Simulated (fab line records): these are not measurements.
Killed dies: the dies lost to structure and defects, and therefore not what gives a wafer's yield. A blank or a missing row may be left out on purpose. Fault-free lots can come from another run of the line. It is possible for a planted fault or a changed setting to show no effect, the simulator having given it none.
The tool behind it: which one? || flow sky130 || 72 wafers from 24 lots sampled at 4 of the route's 708 steps

WHAT THE GAUGES READ, wafer by wafer
SKY_LDD_N_OVL_MEAS_07. Usual: LDD_N_OVL typically reads 0.4 nm, with standard deviation 1.2.
{"lot": "L075", "measured": "day 17 19:17", "on": "overlay-02", "LDD_N_OVL (nm)": "0.9 0.2 0.1", "flag": ""}
{"lot": "L074", "measured": "day 17 20:35", "on": "overlay-01", "LDD_N_OVL (nm)": "0.4 -0.3 -0.8", "flag": ""}
{"lot": "L076", "measured": "day 18 09:14", "on": "overlay-02", "LDD_N_OVL (nm)": "0.9 0.7 0.0", "flag": ""}
{"lot": "L077", "measured": "day 18 16:12", "on": "overlay-01", "LDD_N_OVL (nm)": "1.5 0.3 1.4", "flag": ""}
{"lot": "L078", "measured": "day 19 05:05", "on": "overlay-02", "LDD_N_OVL (nm)": "-1.1 -2.4 -0.3", "flag": ""}
{"lot": "L079", "measured": "day 19 13:34", "on": "overlay-02", "LDD_N_OVL (nm)": "1.0 1.7 1.8", "flag": ""}
{"lot": "L080", "measured": "day 19 21:49", "on": "overlay-02", "LDD_N_OVL (nm)": "-1.4 1.1 0.2", "flag": ""}
{"lot": "L082", "measured": "day 20 09:23", "on": "overlay-02", "LDD_N_OVL (nm)": "0.3 -0.3 0.5", "flag": ""}
{"lot": "L081", "measured": "day 20 12:53", "on": "overlay-01", "LDD_N_OVL (nm)": "0.0 -1.6 -0.1", "flag": ""}
{"lot": "L083", "measured": "day 21 00:24", "on": "overlay-02", "LDD_N_OVL (nm)": "0.0 0.6 0.2", "flag": ""}
{"lot": "L084", "measured": "day 21 11:15", "on": "overlay-02", "LDD_N_OVL (nm)": "0.7 -0.9 -2.3", "flag": ""}
{"lot": "L085", "measured": "day 21 19:51", "on": "overlay-02", "LDD_N_OVL (nm)": "1.2 0.1 -0.7", "flag": ""}
{"lot": "L087", "measured": "day 22 07:29", "on": "overlay-01", "LDD_N_OVL (nm)": "1.0 0.3 0.2", "flag": ""}
{"lot": "L086", "measured": "day 22 21:53", "on": "overlay-01", "LDD_N_OVL (nm)": "0.1 -0.2 0.7", "flag": ""}
{"lot": "L088", "measured": "day 22 23:08", "on": "overlay-01", "LDD_N_OVL (nm)": "2.2 1.8 0.7", "flag": ""}
{"lot": "L089", "measured": "day 23 08:03", "on": "overlay-02", "LDD_N_OVL (nm)": "1.4 0.3 -0.9", "flag": ""}
{"lot": "L091", "measured": "day 24 14:31", "on": "overlay-01", "LDD_N_OVL (nm)": "0.7 1.9 1.2", "flag": ""}
{"lot": "L090", "measured": "day 24 20:46", "on": "overlay-02", "LDD_N_OVL (nm)": "-0.3 0.4 2.2", "flag": ""}
{"lot": "L093", "measured": "day 25 01:40", "on": "overlay-01", "LDD_N_OVL (nm)": "0.4 -0.4 -0.1", "flag": ""}
{"lot": "L094", "measured": "day 25 05:31", "on": "overlay-01", "LDD_N_OVL (nm)": "-4.0 -0.8 -0.7", "flag": ""}
{"lot": "L092", "measured": "day 25 07:20", "on": "overlay-02", "LDD_N_OVL (nm)": "2.4 1.7 1.5", "flag": ""}
{"lot": "L095", "measured": "day 25 13:53", "on": "overlay-02", "LDD_N_OVL (nm)": "3.0 2.6 0.8", "flag": ""}
{"lot": "L096", "measured": "day 25 20:26", "on": "overlay-02", "LDD_N_OVL (nm)": "-0.2 -1.0 0.5", "flag": ""}
{"lot": "L097", "measured": "day 26 08:25", "on": "overlay-02", "LDD_N_OVL (nm)": "-1.0 -1.4 -2.7", "flag": ""}

SKY_VIA1_CD_MEAS_12 targets a cd of 150 nm. Usual: 149.9 nm for cdNm, sd 1.9.
{"lot": "L075", "measured": "day 34 03:26", "on": "cdSem-02", "cdNm (nm)": "148.9 150.3 149.4", "flag": ""}
{"lot": "L074", "measured": "day 34 03:47", "on": "cdSem-02", "cdNm (nm)": "152.5 151.8 151.4", "flag": ""}
{"lot": "L076", "measured": "day 34 12:19", "on": "cdSem-01", "cdNm (nm)": "150.3 149.7 150.5", "flag": ""}
{"lot": "L077", "measured": "day 34 21:30", "on": "cdSem-01", "cdNm (nm)": "151.0 151.8 151.6", "flag": ""}
{"lot": "L078", "measured": "day 35 09:08", "on": "cdSem-01", "cdNm (nm)": "151.6 152.6 149.7", "flag": ""}
{"lot": "L079", "measured": "day 35 12:38", "on": "cdSem-01", "cdNm (nm)": "148.6 147.0 146.7", "flag": ""}
{"lot": "L080", "measured": "day 35 23:16", "on": "cdSem-01", "cdNm (nm)": "146.0 146.8 147.0", "flag": ""}
{"lot": "L082", "measured": "day 36 06:37", "on": "cdSem-01", "cdNm (nm)": "153.6 153.1 152.6", "flag": ""}
{"lot": "L081", "measured": "day 36 09:45", "on": "cdSem-02", "cdNm (nm)": "148.8 150.4 147.0", "flag": ""}
{"lot": "L083", "measured": "day 36 20:03", "on": "cdSem-02", "cdNm (nm)": "149.9 150.6 149.5", "flag": ""}
{"lot": "L084", "measured": "day 37 04:27", "on": "cdSem-01", "cdNm (nm)": "150.2 151.7 150.4", "flag": ""}
{"lot": "L085", "measured": "day 37 13:01", "on": "cdSem-02", "cdNm (nm)": "147.1 148.2 146.3", "flag": ""}
{"lot": "L087", "measured": "day 37 20:20", "on": "cdSem-02", "cdNm (nm)": "151.0 151.4 151.2", "flag": ""}
{"lot": "L086", "measured": "day 38 08:32", "on": "cdSem-01", "cdNm (nm)": "151.1 151.4 150.7", "flag": ""}
{"lot": "L088", "measured": "day 38 11:48", "on": "cdSem-01", "cdNm (nm)": "151.6 150.1 150.8", "flag": ""}
{"lot": "L089", "measured": "day 38 18:17", "on": "cdSem-01", "cdNm (nm)": "152.3 152.8 151.5", "flag": ""}
{"lot": "L091", "measured": "day 39 20:32", "on": "cdSem-02", "cdNm (nm)": "153.2 152.8 150.5", "flag": ""}
{"lot": "L090", "measured": "day 39 23:20", "on": "cdSem-02", "cdNm (nm)": "148.4 148.8 148.8", "flag": ""}
{"lot": "L093", "measured": "day 40 03:02", "on": "cdSem-02", "cdNm (nm)": "151.1 151.6 151.1", "flag": ""}
{"lot": "L094", "measured": "day 40 07:19", "on": "cdSem-01", "cdNm (nm)": "152.0 150.1 151.7", "flag": ""}
{"lot": "L092", "measured": "day 40 09:50", "on": "cdSem-01", "cdNm (nm)": "149.7 151.1 149.5", "flag": ""}
{"lot": "L095", "measured": "day 40 14:15", "on": "cdSem-02", "cdNm (nm)": "147.2 146.4 147.1", "flag": ""}
{"lot": "L096", "measured": "day 40 21:20", "on": "cdSem-01", "cdNm (nm)": "152.7 152.4 151.2", "flag": ""}
{"lot": "L097", "measured": "day 41 05:23", "on": "cdSem-01", "cdNm (nm)": "147.3 146.6 146.4", "flag": ""}

TOOL THAT RAN EACH LOT (tool first, then ch and the chambers of the sampled wafers, then the start)
{"lot": "L075", "SKY_METAL1_DESCUM_17": "rieMetal-02 ch 0, day 32 23:18", "SKY_METAL1_ETCH_18": "rieMetal-02 ch 0, day 32 23:22"}
{"lot": "L074", "SKY_METAL1_DESCUM_17": "rieMetal-04 ch 0,1, day 32 23:39", "SKY_METAL1_ETCH_18": "rieMetal-04 ch 0,1, day 32 23:41"}
{"lot": "L076", "SKY_METAL1_DESCUM_17": "rieMetal-01 ch 0,1, day 33 09:09", "SKY_METAL1_ETCH_18": "rieMetal-01 ch 0,1, day 33 09:11"}
{"lot": "L077", "SKY_METAL1_DESCUM_17": "rieMetal-04 ch 0,1, day 33 17:33", "SKY_METAL1_ETCH_18": "rieMetal-04 ch 0,1, day 33 17:35"}
{"lot": "L078", "SKY_METAL1_DESCUM_17": "rieMetal-04 ch 0,1, day 34 04:17", "SKY_METAL1_ETCH_18": "rieMetal-04 ch 0,1, day 34 04:19"}
{"lot": "L079", "SKY_METAL1_DESCUM_17": "rieMetal-04 ch 0,1, day 34 08:39", "SKY_METAL1_ETCH_18": "rieMetal-04 ch 0,1, day 34 08:41"}
{"lot": "L080", "SKY_METAL1_DESCUM_17": "rieMetal-02 ch 0,1, day 34 19:35", "SKY_METAL1_ETCH_18": "rieMetal-02 ch 0,1, day 34 19:37"}
{"lot": "L082", "SKY_METAL1_DESCUM_17": "rieMetal-02 ch 0,1, day 35 02:44", "SKY_METAL1_ETCH_18": "rieMetal-02 ch 0,1, day 35 02:46"}
{"lot": "L081", "SKY_METAL1_DESCUM_17": "rieMetal-04 ch 0,1, day 35 06:56", "SKY_METAL1_ETCH_18": "rieMetal-04 ch 0,1, day 35 06:58"}
{"lot": "L083", "SKY_METAL1_DESCUM_17": "rieMetal-01 ch 1, day 35 17:26", "SKY_METAL1_ETCH_18": "rieMetal-01 ch 1, day 35 17:28"}
{"lot": "L084", "SKY_METAL1_DESCUM_17": "rieMetal-02 ch 0,1, day 36 02:10", "SKY_METAL1_ETCH_18": "rieMetal-02 ch 0,1, day 36 02:11"}
{"lot": "L085", "SKY_METAL1_DESCUM_17": "rieMetal-01 ch 0,1, day 36 09:52", "SKY_METAL1_ETCH_18": "rieMetal-01 ch 0,1, day 36 09:53"}
{"lot": "L087", "SKY_METAL1_DESCUM_17": "rieMetal-01 ch 0,1, day 36 17:10", "SKY_METAL1_ETCH_18": "rieMetal-01 ch 0,1, day 36 17:11"}
{"lot": "L086", "SKY_METAL1_DESCUM_17": "rieMetal-01 ch 0,1, day 37 05:31", "SKY_METAL1_ETCH_18": "rieMetal-01 ch 0,1, day 37 05:32"}
{"lot": "L088", "SKY_METAL1_DESCUM_17": "rieMetal-01 ch 0,1, day 37 08:34", "SKY_METAL1_ETCH_18": "rieMetal-01 ch 0,1, day 37 08:36"}
{"lot": "L089", "SKY_METAL1_DESCUM_17": "rieMetal-04 ch 0,1, day 37 15:44", "SKY_METAL1_ETCH_18": "rieMetal-04 ch 0,1, day 37 15:46"}
{"lot": "L091", "SKY_METAL1_DESCUM_17": "rieMetal-02 ch 0,1, day 38 18:12", "SKY_METAL1_ETCH_18": "rieMetal-02 ch 0,1, day 38 18:14"}
{"lot": "L090", "SKY_METAL1_DESCUM_17": "rieMetal-04 ch 0,1, day 38 20:43", "SKY_METAL1_ETCH_18": "rieMetal-04 ch 0,1, day 38 20:46"}
{"lot": "L093", "SKY_METAL1_DESCUM_17": "rieMetal-02 ch 0,1, day 39 00:19", "SKY_METAL1_ETCH_18": "rieMetal-02 ch 0,1, day 39 00:20"}
{"lot": "L094", "SKY_METAL1_DESCUM_17": "rieMetal-04 ch 0,1, day 39 05:12", "SKY_METAL1_ETCH_18": "rieMetal-04 ch 0,1, day 39 05:14"}
{"lot": "L092", "SKY_METAL1_DESCUM_17": "rieMetal-02 ch 0,1, day 39 08:04", "SKY_METAL1_ETCH_18": "rieMetal-02 ch 0,1, day 39 08:06"}
{"lot": "L095", "SKY_METAL1_DESCUM_17": "rieMetal-02 ch 0,1, day 39 12:31", "SKY_METAL1_ETCH_18": "rieMetal-02 ch 0,1, day 39 12:32"}
{"lot": "L096", "SKY_METAL1_DESCUM_17": "rieMetal-04 ch 0,1, day 39 19:08", "SKY_METAL1_ETCH_18": "rieMetal-04 ch 0,1, day 39 19:10"}
{"lot": "L097", "SKY_METAL1_DESCUM_17": "rieMetal-02 ch 0,1, day 40 03:45", "SKY_METAL1_ETCH_18": "rieMetal-02 ch 0,1, day 40 03:47"}
- SKY_METAL1_DESCUM_17: chemistry O2, time 8 s.
- SKY_METAL1_ETCH_18: etches BARC in N2/H2, stops on SiO2, time 45.9 s, target depth 60 nm.

WHAT THE TOOLS THEMSELVES READ (means of the sampled wafers that have a number; where no wafer has one, the mark that the record gives instead)
SKY_METAL1_DESCUM_17. Usual: drypumpMotorCurrentA 5.7 A, standard deviation 0.38; oesProductAu 1.000 a.u., standard deviation 0.015.
{"lot": "L075", "tool": "rieMetal-02", "drypumpMotorCurrentA (A)": 6.3, "oesProductAu (a.u.)": 1.002, "flag": ""}
{"lot": "L074", "tool": "rieMetal-04", "drypumpMotorCurrentA (A)": 5.4, "oesProductAu (a.u.)": 0.993, "flag": ""}
{"lot": "L076", "tool": "rieMetal-01", "drypumpMotorCurrentA (A)": 5.6, "oesProductAu (a.u.)": 0.999, "flag": ""}
{"lot": "L077", "tool": "rieMetal-04", "drypumpMotorCurrentA (A)": 5.4, "oesProductAu (a.u.)": 0.988, "flag": ""}
{"lot": "L078", "tool": "rieMetal-04", "drypumpMotorCurrentA (A)": 5.4, "oesProductAu (a.u.)": 1.008, "flag": ""}
{"lot": "L079", "tool": "rieMetal-04", "drypumpMotorCurrentA (A)": 5.4, "oesProductAu (a.u.)": 1.001, "flag": ""}
{"lot": "L080", "tool": "rieMetal-02", "drypumpMotorCurrentA (A)": 5.9, "oesProductAu (a.u.)": 1.013, "flag": ""}
{"lot": "L082", "tool": "rieMetal-02", "drypumpMotorCurrentA (A)": 6.1, "oesProductAu (a.u.)": 0.997, "flag": ""}
{"lot": "L081", "tool": "rieMetal-04", "drypumpMotorCurrentA (A)": 5.5, "oesProductAu (a.u.)": 1.001, "flag": ""}
{"lot": "L083", "tool": "rieMetal-01", "drypumpMotorCurrentA (A)": 6.0, "oesProductAu (a.u.)": 1.000, "flag": ""}
{"lot": "L084", "tool": "rieMetal-02", "drypumpMotorCurrentA (A)": 6.1, "oesProductAu (a.u.)": 0.999, "flag": ""}
{"lot": "L085", "tool": "rieMetal-01", "drypumpMotorCurrentA (A)": 5.8, "oesProductAu (a.u.)": 0.993, "flag": ""}
{"lot": "L087", "tool": "rieMetal-01", "drypumpMotorCurrentA (A)": 5.5, "oesProductAu (a.u.)": 1.007, "flag": ""}
{"lot": "L086", "tool": "rieMetal-01", "drypumpMotorCurrentA (A)": 5.8, "oesProductAu (a.u.)": 0.992, "flag": ""}
{"lot": "L088", "tool": "rieMetal-01", "drypumpMotorCurrentA (A)": 5.8, "oesProductAu (a.u.)": 0.997, "flag": ""}
{"lot": "L089", "tool": "rieMetal-04", "drypumpMotorCurrentA (A)": 5.5, "oesProductAu (a.u.)": 0.987, "flag": ""}
{"lot": "L091", "tool": "rieMetal-02", "drypumpMotorCurrentA (A)": 6.1, "oesProductAu (a.u.)": 1.008, "flag": ""}
{"lot": "L090", "tool": "rieMetal-04", "drypumpMotorCurrentA (A)": 5.4, "oesProductAu (a.u.)": 0.988, "flag": ""}
{"lot": "L093", "tool": "rieMetal-02", "drypumpMotorCurrentA (A)": 6.1, "oesProductAu (a.u.)": 1.010, "flag": ""}
{"lot": "L094", "tool": "rieMetal-04", "drypumpMotorCurrentA (A)": 5.5, "oesProductAu (a.u.)": 0.992, "flag": ""}
{"lot": "L092", "tool": "rieMetal-02", "drypumpMotorCurrentA (A)": 5.9, "oesProductAu (a.u.)": 1.016, "flag": ""}
{"lot": "L095", "tool": "rieMetal-02", "drypumpMotorCurrentA (A)": 6.1, "oesProductAu (a.u.)": 1.003, "flag": ""}
{"lot": "L096", "tool": "rieMetal-04", "drypumpMotorCurrentA (A)": 5.4, "oesProductAu (a.u.)": 0.985, "flag": ""}
{"lot": "L097", "tool": "rieMetal-02", "drypumpMotorCurrentA (A)": 5.9, "oesProductAu (a.u.)": 1.004, "flag": ""}

SKY_METAL1_ETCH_18. Usual: drypumpMotorCurrentA 5.7 A, standard deviation 0.38; oesProductAu 0.855 a.u., standard deviation 0.0047; throttleValvePct 13.225 %, standard deviation 0.0092.
{"lot": "L075", "tool": "rieMetal-02", "drypumpMotorCurrentA (A)": 6.3, "oesProductAu (a.u.)": 0.853, "throttleValvePct (%)": 13.229, "flag": ""}
{"lot": "L074", "tool": "rieMetal-04", "drypumpMotorCurrentA (A)": 5.4, "oesProductAu (a.u.)": 0.851, "throttleValvePct (%)": 13.224, "flag": ""}
{"lot": "L076", "tool": "rieMetal-01", "drypumpMotorCurrentA (A)": 5.6, "oesProductAu (a.u.)": 0.856, "throttleValvePct (%)": 13.228, "flag": ""}
{"lot": "L077", "tool": "rieMetal-04", "drypumpMotorCurrentA (A)": 5.4, "oesProductAu (a.u.)": 0.857, "throttleValvePct (%)": 13.214, "flag": ""}
{"lot": "L078", "tool": "rieMetal-04", "drypumpMotorCurrentA (A)": 5.4, "oesProductAu (a.u.)": 0.851, "throttleValvePct (%)": 13.217, "flag": ""}
{"lot": "L079", "tool": "rieMetal-04", "drypumpMotorCurrentA (A)": 5.4, "oesProductAu (a.u.)": 0.854, "throttleValvePct (%)": 13.231, "flag": ""}
{"lot": "L080", "tool": "rieMetal-02", "drypumpMotorCurrentA (A)": 5.9, "oesProductAu (a.u.)": 0.848, "throttleValvePct (%)": 13.221, "flag": ""}
{"lot": "L082", "tool": "rieMetal-02", "drypumpMotorCurrentA (A)": 6.1, "oesProductAu (a.u.)": 0.851, "throttleValvePct (%)": 13.224, "flag": ""}
{"lot": "L081", "tool": "rieMetal-04", "drypumpMotorCurrentA (A)": 5.5, "oesProductAu (a.u.)": 0.854, "throttleValvePct (%)": 13.220, "flag": ""}
{"lot": "L083", "tool": "rieMetal-01", "drypumpMotorCurrentA (A)": 6.0, "oesProductAu (a.u.)": 0.853, "throttleValvePct (%)": 13.230, "flag": ""}
{"lot": "L084", "tool": "rieMetal-02", "drypumpMotorCurrentA (A)": 6.1, "oesProductAu (a.u.)": 0.856, "throttleValvePct (%)": 13.213, "flag": ""}
{"lot": "L085", "tool": "rieMetal-01", "drypumpMotorCurrentA (A)": 5.8, "oesProductAu (a.u.)": 0.856, "throttleValvePct (%)": 13.218, "flag": ""}
{"lot": "L087", "tool": "rieMetal-01", "drypumpMotorCurrentA (A)": 5.6, "oesProductAu (a.u.)": 0.859, "throttleValvePct (%)": 13.224, "flag": ""}
{"lot": "L086", "tool": "rieMetal-01", "drypumpMotorCurrentA (A)": 5.8, "oesProductAu (a.u.)": 0.854, "throttleValvePct (%)": 13.219, "flag": ""}
{"lot": "L088", "tool": "rieMetal-01", "drypumpMotorCurrentA (A)": 5.8, "oesProductAu (a.u.)": 0.857, "throttleValvePct (%)": 13.227, "flag": ""}
{"lot": "L089", "tool": "rieMetal-04", "drypumpMotorCurrentA (A)": 5.5, "oesProductAu (a.u.)": 0.854, "throttleValvePct (%)": 13.227, "flag": ""}
{"lot": "L091", "tool": "rieMetal-02", "drypumpMotorCurrentA (A)": 6.1, "oesProductAu (a.u.)": 0.857, "throttleValvePct (%)": 13.226, "flag": ""}
{"lot": "L090", "tool": "rieMetal-04", "drypumpMotorCurrentA (A)": 5.4, "oesProductAu (a.u.)": 0.854, "throttleValvePct (%)": 13.233, "flag": ""}
{"lot": "L093", "tool": "rieMetal-02", "drypumpMotorCurrentA (A)": 6.1, "oesProductAu (a.u.)": 0.858, "throttleValvePct (%)": 13.233, "flag": ""}
{"lot": "L094", "tool": "rieMetal-04", "drypumpMotorCurrentA (A)": 5.5, "oesProductAu (a.u.)": 0.859, "throttleValvePct (%)": 13.224, "flag": ""}
{"lot": "L092", "tool": "rieMetal-02", "drypumpMotorCurrentA (A)": 6.0, "oesProductAu (a.u.)": 0.854, "throttleValvePct (%)": 13.235, "flag": ""}
{"lot": "L095", "tool": "rieMetal-02", "drypumpMotorCurrentA (A)": 6.1, "oesProductAu (a.u.)": 0.851, "throttleValvePct (%)": 13.227, "flag": ""}
{"lot": "L096", "tool": "rieMetal-04", "drypumpMotorCurrentA (A)": 5.4, "oesProductAu (a.u.)": 0.849, "throttleValvePct (%)": 13.217, "flag": ""}
{"lot": "L097", "tool": "rieMetal-02", "drypumpMotorCurrentA (A)": 5.9, "oesProductAu (a.u.)": 0.862, "throttleValvePct (%)": 13.215, "flag": ""}

THE ANSWER, worked out from the rows above alone
Rule: lot off if the mean of its wafers having a number is beyond 3 standard deviations from the usual mean. Also off: a lot with no number at a reading for which 4 or more lots have one. Any other lot the step has rows for is counted as sound. Order of review: gauges by route order, followed by the tools' own readings, for which a lot's mean as printed above is used. At the first step where some lot is off, the reading lying furthest off is the one used; lots without a number count as furthest.
Across all readings shown, no lot is off: no conclusion can be drawn from this.

WHAT THE SIMULATOR HAD PUT IN
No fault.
